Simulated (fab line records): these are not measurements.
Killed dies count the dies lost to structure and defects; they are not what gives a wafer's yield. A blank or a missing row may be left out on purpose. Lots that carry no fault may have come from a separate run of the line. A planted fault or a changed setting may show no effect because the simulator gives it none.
Which of the tools did it? :: flow sfq-line :: 7 lots, 21 wafers sampled, at 2 steps of a route of 325

== WHAT THE GAUGES SHOWED, per wafer ==
SFQ_M7_RS_MEAS_943: measurement is done with a four-point probe.
lot: L271
measured: day 78 19:37
on: film-metro-03
M7_NB_RS (ohm/sq): 0.886 0.891 0.887

lot: L273
measured: day 80 01:47
on: film-metro-04
M7_NB_RS (ohm/sq): 0.882 0.896 0.844

lot: L276
measured: day 80 08:47
on: film-metro-02
M7_NB_RS (ohm/sq): 0.902 0.842 0.836

lot: L282
measured: day 82 01:42
on: film-metro-04
M7_NB_RS (ohm/sq): 0.901 0.896 0.911

lot: L285
measured: day 82 14:14
on: film-metro-04
M7_NB_RS (ohm/sq): 0.892 0.894 0.895

lot: L289
measured: day 84 06:46
on: film-metro-03
M7_NB_RS (ohm/sq): 0.888 0.885 0.887

lot: L291
measured: day 84 16:29
on: film-metro-03
M7_NB_RS (ohm/sq): 0.911 0.908 0.899

== WHICH TOOL RAN EACH LOT (tool, then ch and the chambers of the sampled wafers, then the start) ==
lot: L271
SFQ_TRILAYER_M7_DEP_SPUTTER_175: pvd-sputter-05, day 78 19:30

lot: L273
SFQ_TRILAYER_M7_DEP_SPUTTER_175: pvd-sputter-05, day 80 01:42

lot: L276
SFQ_TRILAYER_M7_DEP_SPUTTER_175: pvd-sputter-05, day 80 08:42

lot: L282
SFQ_TRILAYER_M7_DEP_SPUTTER_175: pvd-sputter-03, day 82 01:37

lot: L285
SFQ_TRILAYER_M7_DEP_SPUTTER_175: pvd-sputter-03, day 82 14:08

lot: L289
SFQ_TRILAYER_M7_DEP_SPUTTER_175: pvd-sputter-06, day 84 06:40

lot: L291
SFQ_TRILAYER_M7_DEP_SPUTTER_175: pvd-sputter-05, day 84 16:23
- SFQ_TRILAYER_M7_DEP_SPUTTER_175: material Nb, target thk 200 nm, time 133.3 s.

== THE ANSWER, worked out from the rows above alone ==
Rule: the usual values come from the lots themselves. Put in order of their means at a reading, lots are off if they are a third of the lots or fewer, leave a main group of 4 or more, and stand apart from it by a gap of 3 or more times the standard deviation of the main group's means; of several such gaps the widest counts. A main group is skipped when, at the precision printed for the reading in the tables above, its means are all equal. Also off: a lot with no number at a reading for which 4 or more lots have one. The other lots that the step has rows for count as sound.
None of the lots is off at any reading shown; this tells nothing.

== WHAT HAD BEEN PUT IN BY THE SIMULATOR ==
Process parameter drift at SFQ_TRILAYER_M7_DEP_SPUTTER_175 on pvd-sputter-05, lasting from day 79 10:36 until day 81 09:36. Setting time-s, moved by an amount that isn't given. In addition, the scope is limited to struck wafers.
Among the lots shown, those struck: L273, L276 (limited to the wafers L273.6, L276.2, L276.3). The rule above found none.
